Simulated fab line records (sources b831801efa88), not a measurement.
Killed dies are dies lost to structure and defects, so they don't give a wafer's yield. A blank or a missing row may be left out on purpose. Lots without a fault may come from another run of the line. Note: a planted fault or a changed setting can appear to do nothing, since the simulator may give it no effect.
Which tool is to blame?    flow gf180mcu    39 wafers from 13 lots sampled at 4 of the route's 602 steps

## WHAT THE GAUGES SHOWED, per wafer
GF_PSD_OVL_MEAS_08. Usual: for PSD_OVL the level is -1.1 nm and the standard deviation is 1.3.
lot   measured      on          PSD_OVL (nm)       flag
L685  day 14 08:29  overlay-01  -0.7 -0.4 1.0      
L686  day 14 12:50  overlay-01  0.7 1.2 0.9        
L687  day 14 22:21  overlay-01  -2.3 -0.9 -0.3     
L688  day 15 07:44  overlay-02  -1.5 -2.2 -1.2     
L689  day 15 13:37  overlay-02  -0.1 -1.4 -2.2     
L690  day 16 00:07  overlay-02  -1.7 -0.6 0.7      
L691  day 16 13:20  overlay-01  -0.8 -2.3 -3.0     
L694  day 17 04:20  overlay-01  -1.2 -1.8 -3.1     
L696  day 18 09:50  overlay-02  106.2 105.1 106.8  OFF
L697  day 18 19:47  overlay-01  108.3 107.0 107.9  OFF
L698  day 19 05:13  overlay-01  0.8 -0.5 -0.1      
L703  day 20 16:20  overlay-01  -1.1 0.4 0.1       
L705  day 21 10:22  overlay-02  -2.6 -1.6 -3.7     

GF_PSD_TW_MEAS_11. Usual: for PSD_TW the level is 3166 and the standard deviation is 18.
lot   measured      on             PSD_TW          flag
L685  day 14 08:46  film metro-03  3163 3185 3174  
L686  day 14 13:07  film metro-01  3151 3145 3142  
L687  day 14 22:38  film metro-03  3164 3166 3182  
L688  day 15 08:02  film metro-02  3181 3174 3178  
L689  day 15 13:55  film metro-01  3128 3137 3147  
L690  day 16 00:26  film metro-01  3188 3170 3172  
L691  day 16 13:38  film metro-03  3167 3144 3185  
L694  day 17 04:37  film metro-01  3133 3159 3141  
L696  day 18 10:07  film metro-03  3165 3154 3157  
L697  day 18 20:04  film metro-01  3167 3168 3165  
L698  day 19 05:31  film metro-03  3145 3132 3155  
L703  day 20 16:37  film metro-02  3200 3184 3182  
L705  day 21 10:39  film metro-02  3186 3187 3187  

## WHICH TOOL RAN EACH LOT (tool, then ch and the chambers of the sampled wafers, then the start)
lot   GF_HV_LDD_STRIP_10                    GF_PSD_EXPOSE_04
L685  plasma asher-01 ch 0,1, day 10 04:43  iline stepper-02 ch 0, day 13 22:34
L686  plasma asher-04 ch 0,1, day 10 09:40  iline stepper-01 ch 0, day 14 02:33
L687  plasma asher-01 ch 0,1, day 10 16:55  iline stepper-02 ch 0, day 14 12:11
L688  plasma asher-04 ch 0,1, day 10 23:46  iline stepper-02 ch 0, day 14 21:13
L689  plasma asher-01 ch 0,1, day 11 05:49  iline stepper-01 ch 0, day 15 03:56
L690  plasma asher-01 ch 0,1, day 11 15:37  iline stepper-02 ch 0, day 15 13:20
L691  plasma asher-01 ch 0,1, day 12 01:49  iline stepper-01 ch 0, day 16 02:17
L694  plasma asher-04 ch 0,1, day 12 15:43  iline stepper-02 ch 0, day 16 16:44
L696  plasma asher-04 ch 0,1, day 13 14:13  iline stepper-01 ch 0, day 17 22:02
L697  plasma asher-01 ch 0, day 13 22:58    iline stepper-01 ch 0, day 18 07:53
L698  plasma asher-04 ch 0,1, day 14 07:37  iline stepper-02 ch 0, day 18 16:36
L703  plasma asher-01 ch 0,1, day 15 13:28  iline stepper-02 ch 0, day 20 04:31
L705  plasma asher-01 ch 0,1, day 16 07:43  iline stepper-02 ch 0, day 20 21:52
- GF_HV_LDD_STRIP_10: strips in O2/N2.
- GF_PSD_EXPOSE_04: exposes mask Pplus, target cd 400 nm.

## WHAT THE TOOLS THEMSELVES READ (means of the sampled wafers that have a number; where no wafer has one, the mark that the record gives instead)
GF_HV_LDD_STRIP_10. Usual: drypump motor current A 5.7 A, standard deviation 0.45; heater power w 307 W, standard deviation 37; oes product au 0.715 a.u., standard deviation 0.0043; strip time to endpoint s 12.62 s, standard deviation 0.035.
lot   tool             drypump motor current A (A)  heater power w (W)  oes product au (a.u.)  strip time to endpoint s (s)  flag
L685  plasma asher-01  6.2                          272                 0.710                  12.66                         
L686  plasma asher-04  5.4                          348                 0.712                  12.63                         
L687  plasma asher-01  6.1                          278                 0.720                  12.63                         
L688  plasma asher-04  5.4                          346                 0.721                  12.64                         
L689  plasma asher-01  6.1                          278                 0.712                  12.63                         
L690  plasma asher-01  6.2                          272                 0.719                  12.67                         
L691  plasma asher-01  6.2                          274                 0.719                  12.63                         
L694  plasma asher-04  5.4                          349                 0.712                  12.65                         
L696  plasma asher-04  5.4                          344                 0.715                  12.59                         
L697  plasma asher-01  6.0                          281                 0.713                  12.63                         
L698  plasma asher-04  5.4                          348                 0.716                  12.57                         
L703  plasma asher-01  6.1                          272                 0.713                  12.63                         
L705  plasma asher-01  6.1                          276                 0.710                  12.67                         

## THE ANSWER, worked out from the rows above alone
Rule: a lot counts as off when the mean over its wafers that have a number is more than 3 standard deviations away from the usual mean. A lot without any number at a reading at which 4 lots or more have one is off too. All remaining lots with rows at the step are treated as sound. After the gauges, taken in route order, come the tools' own readings; for these a lot's mean is taken, as printed above. The first step at which some lot is off is used, and at that step the reading that is off furthest; a lot without a number counts as furthest.
Off: at GF_PSD_OVL_MEAS_08 (PSD_OVL), L696, L697.
A tool fits if, at a process step before that reading, it ran every lot that is off, and no sound lot after the first of them. Those tools and the gauges at GF_PSD_OVL_MEAS_08 are tried in the same way. One fits: iline stepper-01 at GF_PSD_EXPOSE_04. Its last sound lot is L691 (day 16 02:17), its first lot that is off L696 (day 17 22:02): a fault that began between those two fits.

## WHAT THE SIMULATOR HAD INSERTED
Scanner matching overlay: iline stepper-01, from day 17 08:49 on, at GF_PSD_EXPOSE_04. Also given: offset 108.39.
Shown lots that were struck: L696, L697. The rule given above showed the same thing.
